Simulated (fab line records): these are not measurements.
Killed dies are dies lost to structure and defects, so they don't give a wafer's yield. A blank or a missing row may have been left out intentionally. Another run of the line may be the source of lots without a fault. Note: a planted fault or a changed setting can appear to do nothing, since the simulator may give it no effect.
Chamber matching ; flow gf180mcu ; GF_V1_CMP_04 on cmp-01 has 4 sister chambers
The step polishes SiO2. 8 wafers are shown with their chamber, then 7 later ones without.

## WAFERS WITH THEIR CHAMBER
wafer;chamber;motor current A (A);time to endpoint s (s)
L953.1;3;10.8;73
L954.5;0;12.5;75
L954.6;1;11.5;69
L960.1;3;10.9;72
L960.3;2;12.5;80
L960.5;0;13.8;81
L962.1;1;10.5;74
L962.3;2;12.5;70

## WAFERS WITHOUT THEIR CHAMBER
wafer;motor current A (A);time to endpoint s (s)
L962.5;10.7;69
L964.1;12.9;74
L964.3;12.2;77
L964.6;11.3;71
L969.1;13.2;78
L969.3;12.7;83
L969.5;12.4;83

## WHICH CHAMBER EACH WENT THROUGH
wafer;from the rows above;in truth
L962.5;can't be placed: 1 or 3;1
L964.1;can't be placed: 2 or 0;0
L964.3;can't be placed: 2 or 0 or 1 or 3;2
L964.6;can't be placed: 1 or 3 or 2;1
L969.1;can't be placed: 0 or 2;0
L969.3;can't be placed: 0 or 2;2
L969.5;can't be placed: 0 or 2 or 1 or 3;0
Placed correctly: 0 of 7. Unplaceable from these rows: 7, with the true chamber sitting among the candidates in 7. 0 placed wrongly.
How it was worked out, from the rows above alone: a wafer's distance from a chamber is the root of the sum, over the readings, of the square of ((its reading less the chamber's mean) divided by the reading's scatter). The wafer belongs to the nearest chamber; if the next one is less than 2 further off, it can't be placed. The mean given for a chamber averages the wafers shown for that chamber. The scatter is the square root of a quotient: the sum, over the shown wafers, of each reading's squared deviation from its chamber's mean, divided by wafers minus chambers.
